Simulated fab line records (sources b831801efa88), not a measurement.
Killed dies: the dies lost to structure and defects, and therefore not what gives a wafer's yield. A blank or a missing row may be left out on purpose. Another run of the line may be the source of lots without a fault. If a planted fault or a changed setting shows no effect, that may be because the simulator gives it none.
Matching of chambers / flow gf180mcu / rie-diel-02 running GF_V1_ETCH_16: 4 sister chambers
The step etches BARC in N2/H2. 18 wafers are shown with their chamber, then 9 later ones without.

== WAFERS PAIRED WITH THEIR CHAMBERS ==
wafer=L075.4; chamber=2; drypump-motor-current-A (A)=5.6; rf-fwd-power-W (W)=498.6; throttle-valve-pct (%)=13.224
wafer=L075.5; chamber=2; drypump-motor-current-A (A)=5.6; rf-fwd-power-W (W)=497.2; throttle-valve-pct (%)=13.221
wafer=L075.6; chamber=3; drypump-motor-current-A (A)=5.4; rf-fwd-power-W (W)=493.0; throttle-valve-pct (%)=13.231
wafer=L076.1; chamber=1; drypump-motor-current-A (A)=4.8; rf-fwd-power-W (W)=500.4; throttle-valve-pct (%)=13.219
wafer=L076.3; chamber=0; drypump-motor-current-A (A)=6.0; rf-fwd-power-W (W)=494.9; throttle-valve-pct (%)=13.212
wafer=L076.4; chamber=2; drypump-motor-current-A (A)=5.6; rf-fwd-power-W (W)=495.9; throttle-valve-pct (%)=13.232
wafer=L078.1; chamber=1; drypump-motor-current-A (A)=4.8; rf-fwd-power-W (W)=497.2; throttle-valve-pct (%)=13.210
wafer=L078.2; chamber=0; drypump-motor-current-A (A)=6.0; rf-fwd-power-W (W)=495.0; throttle-valve-pct (%)=13.238
wafer=L078.4; chamber=3; drypump-motor-current-A (A)=5.4; rf-fwd-power-W (W)=492.7; throttle-valve-pct (%)=13.227
wafer=L079.2; chamber=1; drypump-motor-current-A (A)=4.8; rf-fwd-power-W (W)=497.8; throttle-valve-pct (%)=13.216
wafer=L079.4; chamber=3; drypump-motor-current-A (A)=5.4; rf-fwd-power-W (W)=492.2; throttle-valve-pct (%)=13.218
wafer=L079.5; chamber=0; drypump-motor-current-A (A)=6.0; rf-fwd-power-W (W)=494.7; throttle-valve-pct (%)=13.220
wafer=L082.3; chamber=2; drypump-motor-current-A (A)=5.6; rf-fwd-power-W (W)=494.9; throttle-valve-pct (%)=13.239
wafer=L082.4; chamber=2; drypump-motor-current-A (A)=5.6; rf-fwd-power-W (W)=498.9; throttle-valve-pct (%)=13.193
wafer=L082.6; chamber=3; drypump-motor-current-A (A)=5.5; rf-fwd-power-W (W)=493.5; throttle-valve-pct (%)=13.234
wafer=L083.2; chamber=0; drypump-motor-current-A (A)=6.0; rf-fwd-power-W (W)=495.9; throttle-valve-pct (%)=13.236
wafer=L083.4; chamber=1; drypump-motor-current-A (A)=4.8; rf-fwd-power-W (W)=496.2; throttle-valve-pct (%)=13.220
wafer=L083.6; chamber=0; drypump-motor-current-A (A)=6.0; rf-fwd-power-W (W)=493.3; throttle-valve-pct (%)=13.233

SIGNATURES (averages over the wafers above)
reading=drypump-motor-current-A; chamber 0=6.000; chamber 1=4.800; chamber 2=5.600; chamber 3=5.425; scatter within a chamber=0.0231
reading=rf-fwd-power-W; chamber 0=494.760; chamber 1=497.900; chamber 2=497.100; chamber 3=492.850; scatter within a chamber=1.36
reading=throttle-valve-pct; chamber 0=13.22780; chamber 1=13.21625; chamber 2=13.22180; chamber 3=13.22750; scatter within a chamber=0.0118
Rule: a wafer's distance from a chamber is the root of the sum, over the readings, of the square of ((its reading less the chamber's mean) divided by the reading's scatter). If the next closest chamber is less than 2 further off than the closest, the wafer can't be placed; otherwise it belongs to the closest. The scatter is the square root of a quotient: the sum, over the shown wafers, of each reading's squared deviation from its chamber's mean, divided by wafers minus chambers.

== WAFERS WHOSE CHAMBER IS MISSING ==
wafer=L085.3; drypump-motor-current-A (A)=5.4; rf-fwd-power-W (W)=491.6; throttle-valve-pct (%)=13.215
wafer=L085.4; drypump-motor-current-A (A)=5.6; rf-fwd-power-W (W)=499.1; throttle-valve-pct (%)=13.224
wafer=L085.6; drypump-motor-current-A (A)=5.6; rf-fwd-power-W (W)=496.5; throttle-valve-pct (%)=13.229
wafer=L087.1; drypump-motor-current-A (A)=4.9; rf-fwd-power-W (W)=494.7; throttle-valve-pct (%)=13.223
wafer=L087.4; drypump-motor-current-A (A)=4.8; rf-fwd-power-W (W)=496.6; throttle-valve-pct (%)=13.214
wafer=L087.5; drypump-motor-current-A (A)=5.5; rf-fwd-power-W (W)=491.4; throttle-valve-pct (%)=13.226
wafer=L093.1; drypump-motor-current-A (A)=4.8; rf-fwd-power-W (W)=498.9; throttle-valve-pct (%)=13.222
wafer=L093.2; drypump-motor-current-A (A)=6.0; rf-fwd-power-W (W)=493.4; throttle-valve-pct (%)=13.217
wafer=L093.4; drypump-motor-current-A (A)=5.6; rf-fwd-power-W (W)=498.0; throttle-valve-pct (%)=13.238

== WHICH CHAMBER EACH ONE RAN IN ==
wafer=L085.3; from the rows above=3; in truth=3
wafer=L085.4; from the rows above=2; in truth=2
wafer=L085.6; from the rows above=2; in truth=2
wafer=L087.1; from the rows above=1; in truth=1
wafer=L087.4; from the rows above=1; in truth=1
wafer=L087.5; from the rows above=3; in truth=3
wafer=L093.1; from the rows above=1; in truth=1
wafer=L093.2; from the rows above=0; in truth=0
wafer=L093.4; from the rows above=2; in truth=2
Placed correctly: 9 of 9. Not placeable from these rows: 0. Number placed wrongly: 0.
